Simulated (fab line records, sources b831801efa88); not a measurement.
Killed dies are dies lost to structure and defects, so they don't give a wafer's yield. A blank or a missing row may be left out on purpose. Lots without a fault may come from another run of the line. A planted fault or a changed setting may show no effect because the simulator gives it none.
fab line records | flow gf180mcu
record lots=6 wafers=18 last_day=34
route steps=602 shown V4@495 MIM@503
lots that met no fault: from a run of the same line without faults
start_h: hours from the record's first day to the start of the lot's first wafer shown | wait_h: hours since the lot's step before | " the same as in the row above | L1.1+2: a row that stands for several wafers | - no value, or no start given | * or withheld: withheld | < > ~ a bound
route shown NAME@n: a module of which the file shows steps, and the number in the route of the first | usual: mean/standard deviation of fault-free wafers | same: alike in all rows | chamber/n: place in a boat | sites: the reading at each site | _std_site: their standard deviation | _edge_site: outer sites' mean less inner sites' | radius_mm: how far each site lies from the wafer's centre | mask NAME#n: copy n | behind: the tool/chamber that last shaped the wafer | hold: why the lot was held/for how many hours/how that ended | device: the transistor (n, p or np) that didn't switch | end of line: the same wafers' tests at the end of the route | a step without rows: its recipe alone | killed: dies lost to structure and defects at the first sort, not the wafer's yield | map: a wafer's dies, x killed, . not, _ none there
set.NAME: the setting as run; set.NAME@STEP: as run at that earlier step | model.NAME: the simulator's own value behind a step, which no gauge read
lots at some steps of the route; a table a step, a row a wafer
services: from which hour (start_h, from the record's first day; less than 0 if before it) a tool's chamber was out of use, for how many hours, and why
## steps
# step GF_V4_STRIP_19
# recipe chemistry=post_etch_residue_remover time_s=1200 temp_c=72.5
# step GF_V4_CLEAN_20
# recipe chemistry=DIW dry=n2_spin
# step GF_V4_SPUTTER_21
# recipe material=Ti target_thk_nm=15 chamber_pressure_pa=5 power_w=2500 substrate_temp_c=200 time_s=80.02
# usual cathode_dc_power_W=2500.0/0.46 chamber_pressure_pa=5.001/0.0094 throttle_valve_pct=30.2/0.88
# columns lot.wafer tool chamber start_h wait_h cathode_dc_power_W chamber_pressure_pa throttle_valve_pct
L748.2 pvd_sputter-04 - 557.40 0.0 2499.4 4.996 29.8
L748.3 " - " " 2500.9 5.016 29.4
L748.5 " - " " 2500.1 5.015 29.8
L757.2 pvd_sputter-04 - 632.58 0.0 2499.9 5.016 29.5
L757.4 " - " " 2500.1 5.013 30.3
L757.6 " - " " 2500.0 5.008 29.6
L765.1 pvd_sputter-01 - 695.29 0.0 2499.9 5.001 31.3
L765.4 " - " " 2499.9 5.014 30.0
L765.6 " - " " 2499.8 4.997 31.1
L766.1 pvd_sputter-01 - 706.94 0.0 2500.1 5.002 31.7
L766.3 " - " " 2500.3 5.004 30.4
L766.5 " - " " 2499.9 4.990 31.8
L769.2 pvd_sputter-04 - 719.17 0.0 2500.1 4.999 29.5
L769.4 " - " " 2499.8 4.995 28.4
L769.5 " - " " 2500.1 5.013 28.4
L770.3 pvd_sputter-04 - 721.92 0.0 2500.9 4.994 29.5
L770.4 " - " " 2499.5 4.997 30.7
L770.6 " - " " 2500.3 4.992 29.7
# step GF_V4_SPUTTER_22
# recipe material=TiN target_thk_nm=10 chamber_pressure_pa=5 power_w=4000 time_s=40
# step GF_V4_CVD_23
# recipe material=W target_thk_nm=350 time_s=104.9 temp_c=400 pressure_torr=40
# usual heater_power_w=795/84
# columns lot.wafer tool chamber start_h wait_h heater_power_w
L748.2 cvd_w-01 1 557.50 0.0 863
L748.3 " 0 " " 722
L748.5 " 1 " " 867
L757.2 cvd_w-01 0 632.68 0.0 722
L757.4 " 1 " " 863
L757.6 " 1 " " 871
L765.1 cvd_w-01 1 695.39 0.0 907
L765.4 " 0 " " 710
L765.6 " 1 " " 885
L766.1 cvd_w-01 1 707.04 0.0 871
L766.3 " 1 " " 872
L766.5 " 0 " " 711
L769.2 cvd_w-02 0 719.27 0.0 890
L769.4 " 0 " " 877
L769.5 " 0 " " 909
L770.3 cvd_w-01 0 722.05 0.1 718
L770.4 " 1 " " 859
L770.6 " 0 " " 723
# step GF_V4_RS_MEAS_24
# recipe thk_meas_gauge=four-point-probe reads=W_of_V4_CVD_23+TiN_of_V4_SPUTTER_22+Ti_of_V4_SPUTTER_21
# usual V4_W_RS=0.328/0.006
# columns lot.wafer tool chamber start_h wait_h V4_W_RS[ohm/sq]
L748.2 film_metro-04 - 557.63 0.1 0.331
L748.3 " - " " 0.333
L748.5 " - " " 0.331
L757.2 film_metro-02 - 632.81 0.1 0.326
L757.4 " - " " 0.331
L757.6 " - " " 0.328
L765.1 film_metro-03 - 695.51 0.1 0.323
L765.4 " - " " 0.325
L765.6 " - " " 0.329
L766.1 film_metro-04 - 707.15 0.1 0.330
L766.3 " - " " 0.332
L766.5 " - " " 0.330
L769.2 film_metro-04 - 719.40 0.1 0.314
L769.4 " - " " 0.314
L769.5 " - " " 0.313
L770.3 film_metro-02 - 722.17 0.1 0.328
L770.4 " - " " 0.331
L770.6 " - " " 0.329
# step GF_V4_THK_MEAS_25
# recipe thk_meas_gauge=xrf reads=W_of_V4_CVD_23
# usual V4_W_THK=350/7.3
# columns lot.wafer tool chamber start_h wait_h V4_W_THK[nm]
L748.2 film_metro-04 - 557.74 0.1 344
L748.3 " - " " 341
L748.5 " - " " 344
L757.2 film_metro-02 - 632.92 0.1 356
L757.4 " - " " 351
L757.6 " - " " 355
L765.1 film_metro-03 - 695.63 0.1 354
L765.4 " - " " 352
L765.6 " - " " 348
L766.1 film_metro-04 - 707.27 0.1 348
L766.3 " - " " 348
L766.5 " - " " 351
L769.2 film_metro-04 - 719.51 0.1 368
L769.4 " - " " 365
L769.5 " - " " 367
L770.3 film_metro-02 - 722.27 0.1 354
L770.4 " - " " 352
L770.6 " - " " 352
# step GF_V4_CMP_26
# recipe stop_on=SiO2 down_force_psi=3.5 platen_rpm=60 t_overpolish_s=15 target_thk_nm=0 pad_velocity_m_s=0.94248
# step GF_MIM_SPUTTER_00
# recipe material=Ti target_thk_nm=37.5 arriving_ion_energy_ev=80 substrate_temp_c=200 chamber_pressure_pa=2 power_w=4000 time_s=150
# usual cathode_dc_power_W=4000.0/0.78 chamber_pressure_pa=2.000/0.0039 throttle_valve_pct=30.2/0.76
# columns lot.wafer tool chamber start_h wait_h cathode_dc_power_W chamber_pressure_pa throttle_valve_pct
L748.2 pvd_sputter-03 - 558.09 0.1 4000.3 2.000 31.0
L748.3 " - " " 4000.2 1.996 29.8
L748.5 " - " " 3999.5 2.001 29.8
L757.2 pvd_sputter-01 - 633.27 0.2 3999.1 1.999 31.7
L757.4 " - " " 4001.0 2.005 30.5
L757.6 " - " " 4001.5 2.004 30.5
L765.1 pvd_sputter-03 - 696.13 0.2 4000.3 1.999 29.8
L765.4 " - " " 4000.5 1.998 29.5
L765.6 " - " " 3999.7 2.001 30.3
L766.1 pvd_sputter-03 - 707.63 0.2 3998.5 2.001 29.8
L766.3 " - " " 3999.0 1.999 30.2
L766.5 " - " " 4000.0 2.004 30.8
L769.2 pvd_sputter-01 - 719.86 0.2 4002.0 2.000 31.0
L769.4 " - " " 4001.4 1.999 30.0
L769.5 " - " " 3999.0 2.005 30.9
L770.3 pvd_sputter-01 - 722.61 0.1 3999.5 2.001 30.6
L770.4 " - " " 4000.4 2.003 30.7
L770.6 " - " " 3999.8 1.997 31.2
# step GF_MIM_SPUTTER_01
# recipe material=TiN target_thk_nm=30 power_w=6500 time_s=25 chamber_pressure_pa=0.4
# step GF_MIM_SPUTTER_02
# recipe material=AlCu target_thk_nm=450 power_w=10600 time_s=23.9 chamber_pressure_pa=0.4
# usual cathode_dc_power_W=10600/2.2 chamber_pressure_pa=0.4000/0.00076 throttle_valve_pct=30.2/0.75
# columns lot.wafer tool chamber start_h wait_h cathode_dc_power_W chamber_pressure_pa throttle_valve_pct
L748.2 pvd_sputter-03 - 558.22 0.0 10602 0.3998 30.9
L748.3 " - " " 10602 0.4005 29.8
L748.5 " - " " 10601 0.4003 30.0
L757.2 pvd_sputter-01 - 633.40 0.0 10603 0.4006 31.8
L757.4 " - " " 10600 0.3999 30.7
L757.6 " - " " 10597 0.3991 30.7
L765.1 pvd_sputter-03 - 696.27 0.0 10604 0.4008 30.1
L765.4 " - " " 10601 0.4005 29.6
L765.6 " - " " 10602 0.3994 30.1
L766.1 pvd_sputter-03 - 707.76 0.0 10599 0.4004 29.9
L766.3 " - " " 10598 0.4004 30.4
L766.5 " - " " 10600 0.4005 30.9
L769.2 pvd_sputter-01 - 719.99 0.0 10599 0.3998 31.1
L769.4 " - " " 10602 0.3993 29.8
L769.5 " - " " 10601 0.3991 31.0
L770.3 pvd_sputter-01 - 722.74 0.0 10601 0.3998 30.3
L770.4 " - " " 10602 0.3998 30.2
L770.6 " - " " 10604 0.4003 31.0
# step GF_MIM_SPUTTER_03
# recipe material=Ti target_thk_nm=10 substrate_temp_c=300 chamber_pressure_pa=0.3 power_w=3000 time_s=6.7
# step GF_MIM_SPUTTER_04
# recipe material=TiN target_thk_nm=50 power_w=6500 time_s=41.7 chamber_pressure_pa=0.4
# usual cathode_dc_power_W=6500.1/1.2 chamber_pressure_pa=0.4000/0.00079 throttle_valve_pct=30.2/0.76
# columns lot.wafer tool chamber start_h wait_h cathode_dc_power_W chamber_pressure_pa throttle_valve_pct
L748.2 pvd_sputter-03 - 558.27 0.0 6498.7 0.4006 31.0
L748.3 " - " " 6500.2 0.3985 29.8
L748.5 " - " " 6500.9 0.4004 30.3
L757.2 pvd_sputter-01 - 633.45 0.0 6500.9 0.4006 31.6
L757.4 " - " " 6500.3 0.3992 30.5
L757.6 " - " " 6500.5 0.3998 30.5
L765.1 pvd_sputter-03 - 696.32 0.0 - - -
L765.4 " - " " - - -
L765.6 " - " " - - -
L766.1 pvd_sputter-03 - 707.81 0.0 - - -
L766.3 " - " " - - -
L766.5 " - " " - - -
L769.2 pvd_sputter-01 - 720.04 0.0 6500.3 0.4016 31.2
L769.4 " - " " 6500.1 0.3999 30.0
L769.5 " - " " 6501.6 0.3992 30.9
L770.3 pvd_sputter-01 - 722.79 0.0 6502.7 0.4017 30.5
L770.4 " - " " 6500.8 0.4023 30.6
L770.6 " - " " 6500.8 0.4010 30.9
# step GF_MIM_CVD_05
# recipe material=Si3N4 target_thk_nm=42 temp_max_c=400 temp_c=385 time_s=29.086 rf_w=450
# usual heater_power_w=635/78
# columns lot.wafer tool chamber start_h wait_h heater_power_w
L748.2 pecvd-01 1 558.31 0.0 627
L748.3 " 2 " " 659
L748.5 " 2 " " 679
L757.2 pecvd-01 1 633.49 0.0 587
L757.4 " 1 " " 607
L757.6 " 0 " " 649
L765.1 pecvd-02 2 696.36 0.0 593
L765.4 " 0 " " 792
L765.6 " 2 " " 580
L766.1 pecvd-01 1 707.85 0.0 584
L766.3 " 2 " " 724
L766.5 " 1 " " 556
L769.2 pecvd-01 2 720.08 0.0 670
L769.4 " 2 " " 681
L769.5 " 0 " " 700
L770.3 pecvd-03 2 722.83 0.0 656
L770.4 " 1 " " 722
L770.6 " 2 " " 685
## services
# columns tool chamber start_h hours kind
pvd_sputter-03 - 556.92 0.9 repair
pecvd-03 2 557.10 2.1 repair
pecvd-03 - 591.12 14.0 pm
pecvd-03 0 591.12 14.0 vent_cycle
pecvd-03 1 591.12 14.0 vent_cycle
pecvd-03 2 591.12 14.0 vent_cycle
pecvd-03 0 605.12 - clean
pecvd-03 1 605.12 - clean
pecvd-03 2 605.12 - clean
cvd_w-02 - 641.16 0.5 repair
pecvd-03 1 649.04 6.4 repair
pecvd-02 0 649.66 2.2 repair
cvd_w-02 - 651.07 2.8 pm
cvd_w-01 1 653.90 12.5 repair
cvd_w-01 0 656.54 2.6 repair
pecvd-02 - 660.68 14.6 pm
cvd_w-02 - 671.25 27.7 repair
pvd_sputter-03 - 710.62 2.9 repair
pvd_sputter-03 - 719.86 1.3 repair
## key
first_sign step=GF_MIM_SPUTTER_04 reading=tool_record direction=missing
effect none on later readings
met_at GF_MIM_SPUTTER_04
struck_wafers L765.1,L765.4,L765.6,L766.1,L766.3,L766.5
later_rows_left_out L765.1,L765.4,L765.6,L766.1,L766.3,L766.5
sort_left_out L765.1,L765.4,L765.6,L766.1,L766.3,L766.5
onset_between 558.27 696.32
fault kind=skipped_step_whole tool=pvd_sputter-03 chamber=- onset_h=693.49 steps=GF_MIM_SPUTTER_04 scope=struck_lots_only
# sort_left_out: the simulated sort isn't trusted on such a fault, so these wafers' sort isn't shown, and their yield isn't known
# later_rows_left_out: the simulator's readings of these wafers behind a module that went badly wrong aren't trusted and aren't shown, but for the sort
